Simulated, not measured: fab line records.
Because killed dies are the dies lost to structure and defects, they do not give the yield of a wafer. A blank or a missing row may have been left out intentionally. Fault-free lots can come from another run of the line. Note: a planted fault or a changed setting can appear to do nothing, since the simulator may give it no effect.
Comparing a struck lot with a sound one | flow sky130 | 33 steps out of a route of 708
Sound: wafers L540.1, L540.2, L540.3. Struck: wafer L549.2 (left out: L549.1, L549.6 of the same lot, which were not struck); the cause appears at the end.
Order at every step that has rows: each side's tool, ch and its chambers, its first start. Under that, the readings that differ: sound wafers | struck wafers | difference of the means | sigmas: that difference in standard deviations of wafers without a fault.
alike: readings whose means differ by less than 2 such deviations, and words and numbers that are the same on both sides. not compared: withheld readings, readings that some wafer has no value for, bounds like >300 that may hide the same value, and numbers for which the record gives no deviation and whose values overlap.
The two part at a step that has a row with sigmas, a row that says differs or no value, or rows on one side only. Numbers that have no deviation but don't overlap get no sigmas and don't part them. A reading that every wafer of one side lacks parts them only if that side has two wafers or more.

first, 4 steps without rows for these wafers: SKY_LOCAL_INTERCONNECT_SOFTBAKE_07 (time 90 s); SKY_LOCAL_INTERCONNECT_EXPOSE_08 (exposes mask LI1M, target cd 170 nm); SKY_LOCAL_INTERCONNECT_PEB_09; SKY_LOCAL_INTERCONNECT_DEVELOP_10 (develop time 60 s).
SKY_LOCAL_INTERCONNECT_CD_MEAS_11: the cd target is 170 nm.
  struck on cdSem-02, day 34 05:15; sound on cdSem-02, day 31 12:16
reading   | sound             | struck | difference | sigmas
cdNm (nm) | 171.3 172.1 173.4 | 169.2  | -3.1       | -2
SKY_LOCAL_INTERCONNECT_OVL_MEAS_12:
  struck on overlay-02, day 34 05:22; sound on overlay-02, day 31 12:23
  alike: LOCAL_INTERCONNECT_OVL
SKY_LOCAL_INTERCONNECT_ETCH_13: etches BARC in N2/H2, stops on SiO2, time 45.9 s, target depth 60 nm.
  sound on rieMetal-01 ch 0,1, day 31 12:25; struck on rieMetal-04 ch 1, day 34 05:24
  alike: biasW, drypumpMotorCurrentA, heBacksideLeakSccm, oesProductAu, throttleValvePct
  not compared: rfHoursCounterH
SKY_LOCAL_INTERCONNECT_METAL_ETCH_14: etches TiN in Cl2/BCl3, stops on PSG, target depth 110 nm, time 31.4 s.
  sound on rieMetal-01 ch 0,1, day 31 12:29; struck on rieMetal-04 ch 1, day 34 05:28
reading              | sound                | struck | difference | sigmas
throttleValvePct (%) | 21.880 21.878 21.890 | 21.906 | +0.023     | +2
  alike: biasW, drypumpMotorCurrentA, heBacksideLeakSccm, oesProductAu
  not compared: rfHoursCounterH
then, 4 steps without rows for these wafers: SKY_LOCAL_INTERCONNECT_STRIP_15 (strips in O2/N2); SKY_LOCAL_INTERCONNECT_STRIP_16 (strips in post etch residue remover, time 1200 s); SKY_LOCAL_INTERCONNECT_CLEAN_17 (cleans in IPA, time 180 s); SKY_LOCAL_INTERCONNECT_CLEAN_18 (cleans in O3/DIW).
SKY_CONTACT_CVD_00: deposits Si3N4, target thk 75 nm.
  sound on pecvd-03 ch 0,1,2, day 31 13:08; struck on pecvd-01 ch 1, day 34 06:09
reading                                  | sound            | struck | difference | sigmas
model.Si3N4_of_CONTACT_CVD_00.thkNm (nm) | 72.88 72.6 72.84 | 77.69  | +4.92      | 
  alike: heaterPowerW
SKY_CONTACT_THK_MEAS_01:
  struck on filmMetro-01, day 34 06:11; sound on filmMetro-03, day 31 13:10
reading                 | sound          | struck | difference | sigmas
CONTACT_CVD_00_THK (nm) | 72.9 72.6 72.8 | 77.7   | +4.9       | +5
then, 1 step without rows for these wafers: SKY_CONTACT_HDPCVD_02 (deposits SiO2, target thk 565 nm, time 94.2 s).
SKY_CONTACT_THK_MEAS_03:
  struck on filmMetro-04, day 34 06:19; sound on filmMetro-04, day 31 13:17
  alike: CONTACT_HDPCVD_THK
then, 1 step without rows for these wafers: SKY_CONTACT_CMP_04 (polishes SiO2).
SKY_CONTACT_BOW_MEAS_05:
  struck on filmMetro-03, day 34 06:41; sound on filmMetro-01, day 31 13:39
  alike: CONTACT_BOW
then, 8 steps without rows for these wafers: SKY_CONTACT_DEHYDRATE_06 (time 60 s); SKY_CONTACT_HMDS_07 (prime time 60 s); SKY_CONTACT_COAT_08 (resist thk 60 nm); SKY_CONTACT_COAT_09 (resist thk 450 nm); SKY_CONTACT_SOFTBAKE_10 (time 90 s); SKY_CONTACT_EXPOSE_11 (exposes mask CTM1, target cd 170 nm); SKY_CONTACT_PEB_12; SKY_CONTACT_DEVELOP_13 (develop time 60 s).
SKY_CONTACT_CD_MEAS_14: the cd target is 170 nm.
  struck on cdSem-01, day 35 10:24; sound on cdSem-01, day 32 17:22
  alike: cdNm
SKY_CONTACT_OVL_MEAS_15:
  struck on overlay-01, day 35 10:31; sound on overlay-02, day 32 17:29
  alike: CONTACT_OVL
SKY_CONTACT_ETCH_16: etches BARC in N2/H2, stops on SiO2, time 45.9 s, target depth 60 nm.
  sound on rieDiel-04 ch 0,2,3, day 32 17:32; struck on rieDiel-03 ch 0, day 35 10:33
  alike: biasW, drypumpMotorCurrentA, oesProductAu, throttleValvePct
  not compared: rfHoursCounterH
SKY_CONTACT_ETCH_17: etches SiO2 in C4F8/O2/Ar, stops on Si3N4, target depth 340 nm.
  sound on rieDiel-04 ch 0,2,3, day 32 17:34; struck on rieDiel-03 ch 0, day 35 10:35
  alike: biasW, oesProductAu
SKY_CONTACT_ETCH_18: etches Si3N4 in CHF3/O2, stops on TiN, time 39 s, target depth 75 nm.
  sound: rieDiel-04 ch 0,2,3; struck: rieDiel-03 ch 0
reading                 | sound             | struck | difference | sigmas
oesProductAu (a.u.)     | 0.848 0.834 0.846 | 0.875  | +0.032     | +4
model.etch.depthNm (nm) | 72.88 72.6 72.84  | 77.69  | +4.92      | 
  alike: biasW, drypumpMotorCurrentA, throttleValvePct
  not compared: rfHoursCounterH
SKY_CONTACT_STRIP_19: strips in O2/N2.
  sound on plasmaAsher-04 ch 0,1, day 32 17:40; struck on plasmaAsher-03 ch 0, day 35 10:41
reading           | sound          | struck | difference | sigmas
o2FlowSccm (sccm) | 2990 2976 2990 | 3008   | +23        | +3
  alike: drypumpMotorCurrentA, oesProductAu, stripTimeToEndpointS
  not compared: rfHoursCounterH
-- the record jumps here: 13 days lie between the struck wafers' starts before and after (it left off in module CONTACT and takes up again in module PAD_OPEN, whose first step shown is number 708 of the route) --
SKY_PAD_OPEN_PROBE_99:
  struck on prober-02, day 48 20:11; sound on prober-01, day 46 14:28
  alike: killed_at_M0_to_M3, killed_at_M4_up, killedAtContacts, killedAtFrontEnd, killedAtOther, killedDies, killedOpen, killedShort

WHERE THEY PART
At SKY_LOCAL_INTERCONNECT_CD_MEAS_11 first; at SKY_CONTACT_STRIP_19 last (within this record only). Later steps at which nothing parts them and some readings are alike: SKY_PAD_OPEN_PROBE_99.

WHY: what had been put in by the simulator
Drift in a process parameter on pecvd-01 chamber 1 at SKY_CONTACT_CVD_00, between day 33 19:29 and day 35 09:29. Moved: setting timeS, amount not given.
